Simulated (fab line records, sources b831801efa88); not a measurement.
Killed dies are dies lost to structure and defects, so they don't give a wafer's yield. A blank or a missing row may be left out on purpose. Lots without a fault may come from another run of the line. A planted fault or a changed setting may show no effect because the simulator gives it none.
A struck lot beside a sound one | flow sky130 | 18 steps out of a route of 708
Sound: wafers L401.1, L401.3, L401.4. Struck: wafer L409.5. (L409.3, L409.6 of the same lot were not struck and are left out.) The cause comes at the end.
At each step with rows: each side's tool, then ch and its chambers, then its first start. Under that, the readings that differ: sound wafers | struck wafers | difference of the means | sigmas: that difference in standard deviations of wafers without a fault.
alike: readings whose means differ by less than 2 such deviations, and words and numbers that are the same on both sides. not compared: withheld readings, readings that some wafer has no value for, bounds like >300 that may hide the same value, and numbers for which the record gives no deviation and whose values overlap.
The two part at a step that has a row with sigmas, a row that says differs or no value, or rows on one side only. Numbers that don't overlap but have no deviation are shown without sigmas and don't part them. A reading that every wafer of one side lacks parts them only if that side has two wafers or more.

first, 2 steps without rows for these wafers: SKY_CONTACT_PEB_12; SKY_CONTACT_DEVELOP_13 (develop time 60 s).
SKY_CONTACT_CD_MEAS_14: target cd 170 nm.
  sound on cd_sem-02, day 31 13:02; struck on cd_sem-01, day 34 13:08
  alike: cd_nm
SKY_CONTACT_OVL_MEAS_15:
  sound on overlay-01, day 31 13:09; struck on overlay-01, day 34 13:14
  alike: CONTACT_OVL
SKY_CONTACT_ETCH_16: etches BARC in N2/H2, stops on SiO2, time 45.9 s, target depth 60 nm.
  sound on rie_diel-03 ch 0,2,3, day 31 13:11; struck on rie_diel-01 ch 0, day 34 13:16
  alike: drypump_motor_current_A, oes_product_au, rf_fwd_power_W, throttle_valve_pct
  not compared: rf_hours_counter_h
SKY_CONTACT_ETCH_17: etches SiO2 in C4F8/O2/Ar, stops on Si3N4, target depth 340 nm.
  sound on rie_diel-03 ch 0,2,3, day 31 13:14; struck on rie_diel-01 ch 0, day 34 13:18
  alike: oes_product_au, rf_fwd_power_W
SKY_CONTACT_ETCH_18: etches Si3N4 in CHF3/O2, stops on TiN, time 39 s, target depth 75 nm.
  sound on rie_diel-03 ch 0,2,3; struck on rie_diel-01 ch 0
  reading                | sound             | struck | difference | sigmas
  throttle_valve_pct (%) | 8.786 8.792 8.799 | 8.814  | +0.022     | +2
  alike: O2_flow_sccm, drypump_motor_current_A, oes_product_au, rf_fwd_power_W
  not compared: rf_hours_counter_h
SKY_CONTACT_STRIP_19: strips in O2/N2.
  sound on plasma_asher-02 ch 0,1, day 31 13:19; struck on plasma_asher-03 ch 1, day 34 13:25
  alike: drypump_motor_current_A, oes_product_au, strip_time_to_endpoint_s
  not compared: rf_hours_counter_h
then, 3 steps without rows for these wafers: SKY_CONTACT_STRIP_20 (strips in post etch residue remover, time 1200 s); SKY_CONTACT_CLEAN_21 (cleans in IPA, time 180 s); SKY_CONTACT_CLEAN_22 (cleans in O3/DIW).
SKY_CONTACT_SPUTTER_23: material TiN, target thk 20 nm, time 80 s.
  sound on pvd_sputter-02, day 31 13:55; struck on pvd_sputter-03, day 34 13:59
  alike: throttle_valve_pct
SKY_CONTACT_CVD_24: deposits W, target thk 340 nm, time 102.12 s.
  sound on cvd_w-01 ch 0,1, day 31 13:58; struck on cvd_w-01 ch 1, day 34 14:05
  reading                               | sound             | struck | difference | sigmas
  model.W_of_CONTACT_CVD_24.thk_nm (nm) | 340.4 344.1 339.7 | 495.7  | +154.3     |
  alike: heater_power_outer_w, heater_power_w
SKY_CONTACT_RS_MEAS_25: measures by four-point-probe.
  sound on film_metro-02, day 31 14:05; struck on film_metro-04, day 34 14:12
  reading               | sound             | struck | difference | sigmas
  CONTACT_W_RS (ohm/sq) | 0.338 0.333 0.339 | 0.231  | -0.106     | -33
SKY_CONTACT_THK_MEAS_26: measures by xrf.
  sound on film_metro-02, day 31 14:12; struck on film_metro-04, day 34 14:18
  reading            | sound       | struck | difference | sigmas
  CONTACT_W_THK (nm) | 344 350 342 | 498    | +153       | +41
SKY_CONTACT_CMP_27: polishes, stops on SiO2, t overpolish 15 s, target thk 0 nm.
  sound on cmp-02 ch 1,2,3, day 31 14:19; struck on cmp-02 ch 2, day 34 14:20
  reading                | sound    | struck | difference | sigmas
  time_to_endpoint_s (s) | 80 84 82 | 120    | +38        | +12
  alike: motor_current_A
then, 1 step without rows for these wafers: SKY_METAL1_SPUTTER_00 (material Ti, target thk 15 nm, time 10 s).
-- the record jumps here: 13 days lie between the struck wafers' starts before and after (it left off in module METAL1 and takes up again in module PAD_OPEN, whose first step shown is number 708 of the route) --
SKY_PAD_OPEN_PROBE_99:
  sound on prober-02, day 45 15:29; struck on prober-02, day 47 23:40
  alike: killed_at_M0_to_M3, killed_at_M4_up, killed_at_contacts, killed_at_front_end, killed_at_other, killed_dies, killed_open, killed_short

WHERE THEY PART
First at SKY_CONTACT_ETCH_18; last, within this record, at SKY_CONTACT_CMP_27. Later steps at which nothing parts them and some readings are alike: SKY_PAD_OPEN_PROBE_99.

WHY: what the simulator had put in
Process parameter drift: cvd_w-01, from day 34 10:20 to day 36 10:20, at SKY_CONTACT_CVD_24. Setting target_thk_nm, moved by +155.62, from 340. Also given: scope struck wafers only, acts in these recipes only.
